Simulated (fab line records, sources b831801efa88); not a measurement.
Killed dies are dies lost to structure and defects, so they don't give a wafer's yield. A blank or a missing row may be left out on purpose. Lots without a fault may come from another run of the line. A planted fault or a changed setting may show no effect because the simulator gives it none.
Which tool did it? | flow gf180mcu | 13 lots, 39 wafers sampled, at 4 steps of a route of 602

WHAT THE GAUGES READ, wafer by wafer
GF_M3_RS_MEAS_05: measures by four-point-probe.
lot  | measured     | on            | M3_ALCU_RS (ohm/sq)
L193 | day 20 14:28 | film_metro-01 | 0.0693 0.0690 0.0693
L194 | day 20 18:02 | film_metro-01 | 0.0702 0.0708 0.0708
L197 | day 22 05:53 | film_metro-01 | 0.0691 0.0686 0.0688
L198 | day 22 11:52 | film_metro-01 | 0.0694 0.0696 0.0693
L199 | day 22 22:40 | film_metro-02 | 0.0696 0.0697 0.0693
L206 | day 25 05:34 | film_metro-01 | 0.0694 0.0694 0.0689
L207 | day 25 20:49 | film_metro-01 | 0.0697 0.0701 0.0695
L209 | day 26 02:09 | film_metro-01 | 0.0698 0.0697 0.0699
L211 | day 26 12:38 | film_metro-04 | 0.0685 0.0688 0.0686
L213 | day 27 02:17 | film_metro-04 | 0.0695 0.0698 0.0697
L214 | day 27 11:16 | film_metro-01 | 0.0698 0.0698 0.0700
L215 | day 27 15:26 | film_metro-04 | 0.0681 0.0677 0.0679
L216 | day 27 21:08 | film_metro-04 | 0.0693 0.0693 0.0689

WHICH TOOL RAN EACH LOT (tool, then ch and the chambers of the sampled wafers, then the start)
lot  | GF_V2_ETCH_17                                 | GF_V2_SPUTTER_21             | GF_M3_SPUTTER_00
L193 | rie_diel-01 ch 0,2,3, day 20 13:24 or earlier | pvd_sputter-02, day 20 13:24 | pvd_sputter-02, day 20 14:13
L194 | rie_diel-02 ch 0,1, day 20 17:04 or earlier   | pvd_sputter-01, day 20 17:04 | pvd_sputter-02, day 20 17:45
L197 | rie_diel-04 ch 1,3, day 22 04:57 or earlier   | pvd_sputter-04, day 22 04:57 | pvd_sputter-03, day 22 05:38
L198 | rie_diel-01 ch 0,1,3, day 22 10:57 or earlier | pvd_sputter-04, day 22 10:57 | pvd_sputter-03, day 22 11:38
L199 | rie_diel-02 ch 0,2, day 22 21:45 or earlier   | pvd_sputter-04, day 22 21:45 | pvd_sputter-03, day 22 22:26
L206 | rie_diel-02 ch 0,1, day 25 04:37 or earlier   | pvd_sputter-02, day 25 04:37 | pvd_sputter-04, day 25 05:19
L207 | rie_diel-04 ch 0,1, day 25 19:54 or earlier   | pvd_sputter-04, day 25 19:54 | pvd_sputter-03, day 25 20:35
L209 | rie_diel-01 ch 0,1,3, day 26 01:14 or earlier | pvd_sputter-01, day 26 01:14 | pvd_sputter-04, day 26 01:55
L211 | rie_diel-01 ch 2,3, day 26 11:43 or earlier   | pvd_sputter-04, day 26 11:43 | pvd_sputter-03, day 26 12:24
L213 | rie_diel-04 ch 0,2,3, day 27 01:18 or earlier | pvd_sputter-04, day 27 01:18 | pvd_sputter-04, day 27 02:00
L214 | rie_diel-02 ch 2,3, day 27 10:06 or earlier   | pvd_sputter-01, day 27 10:06 | pvd_sputter-02, day 27 11:03
L215 | rie_diel-01 ch 2,3, day 27 14:29 or earlier   | pvd_sputter-01, day 27 14:29 | pvd_sputter-03, day 27 15:11
L216 | rie_diel-04 ch 0,1,3, day 27 20:11 or earlier | pvd_sputter-02, day 27 20:11 | pvd_sputter-02, day 27 20:53
- GF_V2_ETCH_17: etches SiO2 in C4F8/O2/Ar, stops on TiN, target depth 630 nm.
- GF_V2_SPUTTER_21: material Ti, target thk 15 nm, time 80.02 s.
- GF_M3_SPUTTER_00: material Ti, target thk 37.5 nm, time 150 s.

WHAT THE TOOLS THEMSELVES READ (means of the sampled wafers that have a number; where no wafer has one, the mark that the record gives instead)
GF_V2_ETCH_17.
lot  | tool        | oes_product_au (a.u.)
L193 | rie_diel-01 | 0.857
L194 | rie_diel-02 | 0.856
L197 | rie_diel-04 | 0.856
L198 | rie_diel-01 | 0.850
L199 | rie_diel-02 | 0.859
L206 | rie_diel-02 | 0.853
L207 | rie_diel-04 | 0.856
L209 | rie_diel-01 | 0.858
L211 | rie_diel-01 | 0.855
L213 | rie_diel-04 | 0.860
L214 | rie_diel-02 | 0.857
L215 | rie_diel-01 | 0.857
L216 | rie_diel-04 | 0.852

GF_V2_SPUTTER_21.
lot  | tool           | chamber_pressure_pa (Pa) | throttle_valve_pct (%)
L193 | pvd_sputter-02 | 4.996                    | 28.8
L194 | pvd_sputter-01 | 5.000                    | 29.9
L197 | pvd_sputter-04 | 4.995                    | 29.5
L198 | pvd_sputter-04 | 4.456                    | 31.2
L199 | pvd_sputter-04 | 4.454                    | 31.1
L206 | pvd_sputter-02 | 4.996                    | 29.4
L207 | pvd_sputter-04 | 4.985                    | 30.0
L209 | pvd_sputter-01 | 4.997                    | 28.9
L211 | pvd_sputter-04 | 5.005                    | 29.9
L213 | pvd_sputter-04 | 5.000                    | 30.0
L214 | pvd_sputter-01 | 4.997                    | 30.6
L215 | pvd_sputter-01 | 5.000                    | 30.0
L216 | pvd_sputter-02 | 5.007                    | 28.8

GF_M3_SPUTTER_00.
lot  | tool           | chamber_pressure_pa (Pa) | throttle_valve_pct (%)
L193 | pvd_sputter-02 | 1.998                    | 28.4
L194 | pvd_sputter-02 | 2.004                    | 29.8
L197 | pvd_sputter-03 | 1.998                    | 29.8
L198 | pvd_sputter-03 | 2.002                    | 30.4
L199 | pvd_sputter-03 | 2.003                    | 31.7
L206 | pvd_sputter-04 | 2.002                    | 30.0
L207 | pvd_sputter-03 | 2.005                    | 29.7
L209 | pvd_sputter-04 | 2.002                    | 29.0
L211 | pvd_sputter-03 | 2.002                    | 31.2
L213 | pvd_sputter-04 | 2.001                    | 28.9
L214 | pvd_sputter-02 | 2.001                    | 29.5
L215 | pvd_sputter-03 | 2.000                    | 29.4
L216 | pvd_sputter-02 | 1.998                    | 29.0

THE ANSWER, worked out from the rows above alone
Rule: what is usual is taken from the lots themselves. Put in order of their means at a reading, lots are off if they are a third of the lots or fewer, leave a main group of 4 or more, and stand apart from it by a gap of 3 or more times the standard deviation of the main group's means; of several such gaps the widest counts. A main group whose means are all the same, to the digits that the tables above print for the reading, isn't used. A lot without any number at a reading at which 4 lots or more have one is off too. The other lots that the step has rows for count as sound. The gauges are gone through in route order, then the tools' own readings, and for those a lot's mean is taken as printed above. The first step at which some lot is off is used, and at that step the reading that is off furthest; a lot without a number counts as furthest.
Off: L198, L199, at GF_V2_SPUTTER_21 (chamber_pressure_pa). The main group: mean 4.998 Pa, standard deviation 0.0055.
A tool fits if, at that step or a process step before it, it ran every lot that is off, and no sound lot after the first of them. GF_V2_ETCH_17 gives no start for some lots, so the hours and the order of its lots are those of GF_V2_SPUTTER_21. None of those tried fits.

WHAT THE SIMULATOR HAD PUT IN
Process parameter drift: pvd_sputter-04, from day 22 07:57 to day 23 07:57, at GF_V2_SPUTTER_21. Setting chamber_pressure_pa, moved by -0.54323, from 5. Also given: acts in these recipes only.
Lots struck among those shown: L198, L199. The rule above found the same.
